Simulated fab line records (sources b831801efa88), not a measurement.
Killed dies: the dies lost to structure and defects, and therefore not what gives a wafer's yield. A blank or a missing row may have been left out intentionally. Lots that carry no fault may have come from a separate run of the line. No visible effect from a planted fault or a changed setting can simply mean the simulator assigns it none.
Which tool was responsible? / flow sky130 / Sampling: 24 lots, 72 wafers, 3 of 708 route steps

## WHAT THE GAUGES READ, wafer by wafer
SKY_POLY_GATE_THK_MEAS_04.
lot=L074; measured=day 15 01:34; on=film metro-03; POLY_GATE_CVD_03_THK (nm)=76.0 75.5 76.4
lot=L075; measured=day 15 19:01; on=film metro-03; POLY_GATE_CVD_03_THK (nm)=75.1 75.1 74.7
lot=L076; measured=day 16 07:20; on=film metro-01; POLY_GATE_CVD_03_THK (nm)=75.4 75.6 75.7
lot=L077; measured=day 16 11:56; on=film metro-04; POLY_GATE_CVD_03_THK (nm)=74.7 74.8 74.4
lot=L078; measured=day 16 19:50; on=film metro-01; POLY_GATE_CVD_03_THK (nm)=75.9 75.5 75.8
lot=L079; measured=day 17 03:43; on=film metro-01; POLY_GATE_CVD_03_THK (nm)=76.2 76.4 76.0
lot=L080; measured=day 17 11:10; on=film metro-04; POLY_GATE_CVD_03_THK (nm)=75.0 74.3 75.4
lot=L081; measured=day 17 17:25; on=film metro-04; POLY_GATE_CVD_03_THK (nm)=74.6 75.3 74.5
lot=L082; measured=day 18 09:32; on=film metro-03; POLY_GATE_CVD_03_THK (nm)=75.3 75.4 75.1
lot=L083; measured=day 18 19:49; on=film metro-04; POLY_GATE_CVD_03_THK (nm)=72.7 72.6 72.7
lot=L084; measured=day 19 04:12; on=film metro-03; POLY_GATE_CVD_03_THK (nm)=74.2 73.7 73.6
lot=L085; measured=day 19 04:12; on=film metro-01; POLY_GATE_CVD_03_THK (nm)=74.9 74.2 74.1
lot=L086; measured=day 19 15:24; on=film metro-04; POLY_GATE_CVD_03_THK (nm)=73.8 73.1 73.5
lot=L087; measured=day 20 00:23; on=film metro-01; POLY_GATE_CVD_03_THK (nm)=73.4 73.5 73.4
lot=L088; measured=day 20 13:50; on=film metro-03; POLY_GATE_CVD_03_THK (nm)=74.1 74.6 74.5
lot=L089; measured=day 21 05:02; on=film metro-04; POLY_GATE_CVD_03_THK (nm)=75.1 74.8 74.7
lot=L091; measured=day 21 10:34; on=film metro-04; POLY_GATE_CVD_03_THK (nm)=74.7 75.0 74.9
lot=L090; measured=day 21 12:40; on=film metro-03; POLY_GATE_CVD_03_THK (nm)=75.2 74.5 74.8
lot=L092; measured=day 21 19:10; on=film metro-01; POLY_GATE_CVD_03_THK (nm)=74.7 74.9 74.4
lot=L093; measured=day 22 04:04; on=film metro-01; POLY_GATE_CVD_03_THK (nm)=75.3 75.2 75.2
lot=L095; measured=day 22 07:05; on=film metro-01; POLY_GATE_CVD_03_THK (nm)=75.8 77.1 76.5
lot=L094; measured=day 22 11:42; on=film metro-04; POLY_GATE_CVD_03_THK (nm)=75.6 75.9 75.7
lot=L096; measured=day 22 19:06; on=film metro-04; POLY_GATE_CVD_03_THK (nm)=74.0 73.3 73.2
lot=L097; measured=day 23 11:22; on=film metro-04; POLY_GATE_CVD_03_THK (nm)=74.7 74.3 73.8

SKY_CAPM_THK_MEAS_01.
lot=L074; measured=day 36 05:10; on=film metro-03; CAPM_CVD_00_THK (nm)=15.75 15.61 15.58
lot=L075; measured=day 37 00:05; on=film metro-02; CAPM_CVD_00_THK (nm)=15.54 15.87 15.32
lot=L076; measured=day 37 12:08; on=film metro-02; CAPM_CVD_00_THK (nm)=15.65 15.42 15.40
lot=L077; measured=day 37 15:17; on=film metro-02; CAPM_CVD_00_THK (nm)=15.42 15.58 15.34
lot=L078; measured=day 37 19:46; on=film metro-02; CAPM_CVD_00_THK (nm)=15.31 15.52 15.94
lot=L079; measured=day 38 03:40; on=film metro-01; CAPM_CVD_00_THK (nm)=15.20 15.64 15.65
lot=L080; measured=day 38 08:23; on=film metro-01; CAPM_CVD_00_THK (nm)=15.25 15.69 15.36
lot=L081; measured=day 38 21:19; on=film metro-01; CAPM_CVD_00_THK (nm)=15.34 15.35 15.68
lot=L082; measured=day 39 07:58; on=film metro-02; CAPM_CVD_00_THK (nm)=15.14 15.55 15.40
lot=L083; measured=day 39 13:53; on=film metro-01; CAPM_CVD_00_THK (nm)=15.42 15.56 15.26
lot=L084; measured=day 39 21:55; on=film metro-02; CAPM_CVD_00_THK (nm)=15.73 15.72 15.85
lot=L085; measured=day 39 20:19; on=film metro-01; CAPM_CVD_00_THK (nm)=15.36 15.55 15.51
lot=L086; measured=day 40 07:12; on=film metro-02; CAPM_CVD_00_THK (nm)=15.30 15.39 15.50
lot=L087; measured=day 40 12:14; on=film metro-02; CAPM_CVD_00_THK (nm)=15.53 15.45 15.76
lot=L088; measured=day 40 22:31; on=film metro-02; CAPM_CVD_00_THK (nm)=15.28 15.76 15.30
lot=L089; measured=day 41 11:40; on=film metro-02; CAPM_CVD_00_THK (nm)=15.97 15.87 15.94
lot=L091; measured=day 41 14:05; on=film metro-01; CAPM_CVD_00_THK (nm)=15.57 15.94 16.06
lot=L090; measured=day 41 20:07; on=film metro-03; CAPM_CVD_00_THK (nm)=15.23 15.57 15.98
lot=L092; measured=day 41 20:45; on=film metro-02; CAPM_CVD_00_THK (nm)=15.58 15.19 15.44
lot=L093; measured=day 42 08:03; on=film metro-02; CAPM_CVD_00_THK (nm)=15.38 15.36 15.54
lot=L095; measured=day 42 09:16; on=film metro-01; CAPM_CVD_00_THK (nm)=15.84 15.66 16.00
lot=L094; measured=day 42 10:17; on=film metro-03; CAPM_CVD_00_THK (nm)=15.38 15.45 15.24
lot=L096; measured=day 42 13:17; on=film metro-03; CAPM_CVD_00_THK (nm)=15.90 15.92 15.95
lot=L097; measured=day 43 06:01; on=film metro-01; CAPM_CVD_00_THK (nm)=15.41 15.65 15.56

## TOOL THAT RAN EACH LOT (tool first, then ch and the chambers of the sampled wafers, then the start)
lot=L074; SKY_VIA2_STRIP_16=plasma asher-02 ch 0,1, day 36 03:40
lot=L075; SKY_VIA2_STRIP_16=plasma asher-04 ch 0,1, day 36 22:38
lot=L076; SKY_VIA2_STRIP_16=plasma asher-03 ch 0,1, day 37 10:40
lot=L077; SKY_VIA2_STRIP_16=plasma asher-03 ch 0, day 37 13:50
lot=L078; SKY_VIA2_STRIP_16=plasma asher-02 ch 1, day 37 18:17
lot=L079; SKY_VIA2_STRIP_16=plasma asher-03 ch 0,1, day 38 02:14
lot=L080; SKY_VIA2_STRIP_16=plasma asher-04 ch 0,1, day 38 06:58
lot=L081; SKY_VIA2_STRIP_16=plasma asher-04 ch 0,1, day 38 19:52
lot=L082; SKY_VIA2_STRIP_16=plasma asher-04 ch 0,1, day 39 06:16
lot=L083; SKY_VIA2_STRIP_16=plasma asher-04 ch 0,1, day 39 12:28
lot=L084; SKY_VIA2_STRIP_16=plasma asher-04 ch 0,1, day 39 20:28
lot=L085; SKY_VIA2_STRIP_16=plasma asher-03 ch 0,1, day 39 18:52
lot=L086; SKY_VIA2_STRIP_16=plasma asher-02 ch 0,1, day 40 05:46
lot=L087; SKY_VIA2_STRIP_16=plasma asher-03 ch 0,1, day 40 10:46
lot=L088; SKY_VIA2_STRIP_16=plasma asher-04 ch 0, day 40 21:02
lot=L089; SKY_VIA2_STRIP_16=plasma asher-03 ch 0,1, day 41 10:13
lot=L091; SKY_VIA2_STRIP_16=plasma asher-03 ch 0,1, day 41 12:37
lot=L090; SKY_VIA2_STRIP_16=plasma asher-02 ch 0,1, day 41 18:38
lot=L092; SKY_VIA2_STRIP_16=plasma asher-02 ch 0,1, day 41 19:14
lot=L093; SKY_VIA2_STRIP_16=plasma asher-04 ch 0,1, day 42 06:35
lot=L095; SKY_VIA2_STRIP_16=plasma asher-04 ch 0, day 42 07:32
lot=L094; SKY_VIA2_STRIP_16=plasma asher-03 ch 0,1, day 42 08:50
lot=L096; SKY_VIA2_STRIP_16=plasma asher-02 ch 0,1, day 42 11:52
lot=L097; SKY_VIA2_STRIP_16=plasma asher-02 ch 1, day 43 04:16
- SKY_VIA2_STRIP_16: strips in O2/N2.

## WHAT THE TOOLS THEMSELVES READ (means of the sampled wafers that have a number; where no wafer has one, the mark that the record gives instead)
SKY_VIA2_STRIP_16.
lot=L074; tool=plasma asher-02; drypump motor current A (A)=5.42; oes product au (a.u.)=0.399; strip time to endpoint s (s)=4.013
lot=L075; tool=plasma asher-04; drypump motor current A (A)=5.86; oes product au (a.u.)=0.400; strip time to endpoint s (s)=4.048
lot=L076; tool=plasma asher-03; drypump motor current A (A)=5.45; oes product au (a.u.)=0.402; strip time to endpoint s (s)=4.041
lot=L077; tool=plasma asher-03; drypump motor current A (A)=5.27; oes product au (a.u.)=0.400; strip time to endpoint s (s)=4.056
lot=L078; tool=plasma asher-02; drypump motor current A (A)=5.24; oes product au (a.u.)=0.396; strip time to endpoint s (s)=4.077
lot=L079; tool=plasma asher-03; drypump motor current A (A)=5.42; oes product au (a.u.)=0.401; strip time to endpoint s (s)=4.080
lot=L080; tool=plasma asher-04; drypump motor current A (A)=5.75; oes product au (a.u.)=0.399; strip time to endpoint s (s)=4.014
lot=L081; tool=plasma asher-04; drypump motor current A (A)=5.76; oes product au (a.u.)=0.401; strip time to endpoint s (s)=4.071
lot=L082; tool=plasma asher-04; drypump motor current A (A)=5.86; oes product au (a.u.)=0.403; strip time to endpoint s (s)=4.094
lot=L083; tool=plasma asher-04; drypump motor current A (A)=5.84; oes product au (a.u.)=0.399; strip time to endpoint s (s)=4.096
lot=L084; tool=plasma asher-04; drypump motor current A (A)=5.76; oes product au (a.u.)=0.398; strip time to endpoint s (s)=4.043
lot=L085; tool=plasma asher-03; drypump motor current A (A)=5.41; oes product au (a.u.)=0.395; strip time to endpoint s (s)=4.047
lot=L086; tool=plasma asher-02; drypump motor current A (A)=5.59; oes product au (a.u.)=0.403; strip time to endpoint s (s)=4.060
lot=L087; tool=plasma asher-03; drypump motor current A (A)=5.61; oes product au (a.u.)=0.395; strip time to endpoint s (s)=4.016
lot=L088; tool=plasma asher-04; drypump motor current A (A)=5.67; oes product au (a.u.)=0.397; strip time to endpoint s (s)=4.056
lot=L089; tool=plasma asher-03; drypump motor current A (A)=5.44; oes product au (a.u.)=0.395; strip time to endpoint s (s)=4.030
lot=L091; tool=plasma asher-03; drypump motor current A (A)=5.58; oes product au (a.u.)=0.398; strip time to endpoint s (s)=4.066
lot=L090; tool=plasma asher-02; drypump motor current A (A)=5.61; oes product au (a.u.)=0.400; strip time to endpoint s (s)=4.050
lot=L092; tool=plasma asher-02; drypump motor current A (A)=5.42; oes product au (a.u.)=0.399; strip time to endpoint s (s)=4.044
lot=L093; tool=plasma asher-04; drypump motor current A (A)=5.86; oes product au (a.u.)=0.398; strip time to endpoint s (s)=4.082
lot=L095; tool=plasma asher-04; drypump motor current A (A)=5.66; oes product au (a.u.)=0.399; strip time to endpoint s (s)=4.021
lot=L094; tool=plasma asher-03; drypump motor current A (A)=5.59; oes product au (a.u.)=0.399; strip time to endpoint s (s)=4.047
lot=L096; tool=plasma asher-02; drypump motor current A (A)=5.58; oes product au (a.u.)=0.399; strip time to endpoint s (s)=4.018
lot=L097; tool=plasma asher-02; drypump motor current A (A)=5.24; oes product au (a.u.)=0.401; strip time to endpoint s (s)=4.043

## THE ANSWER, worked out from the rows above alone
Rule: usual is defined by the lots themselves. The widest of any qualifying gaps counts: lots, ordered by their means at a reading, are off when they make up no more than a third of the lots, leave a main group of 4 or more, and stand apart from it by 3 or more times the standard deviation of that group's means. The tables above print the reading to a certain number of digits; a main group whose means all agree to those digits is not used. A lot without any number at a reading at which 4 lots or more have one is off too. Where the step has rows for the other lots, those lots are counted as sound. First the gauges in route order, then the tools' own readings, where a lot's mean is used as printed above. At the first step where some lot is off, the reading lying furthest off is the one used; lots without a number count as furthest.
No lot is off on any of the readings shown, so nothing can be concluded from this.

## WHAT THE SIMULATOR HAD INSERTED
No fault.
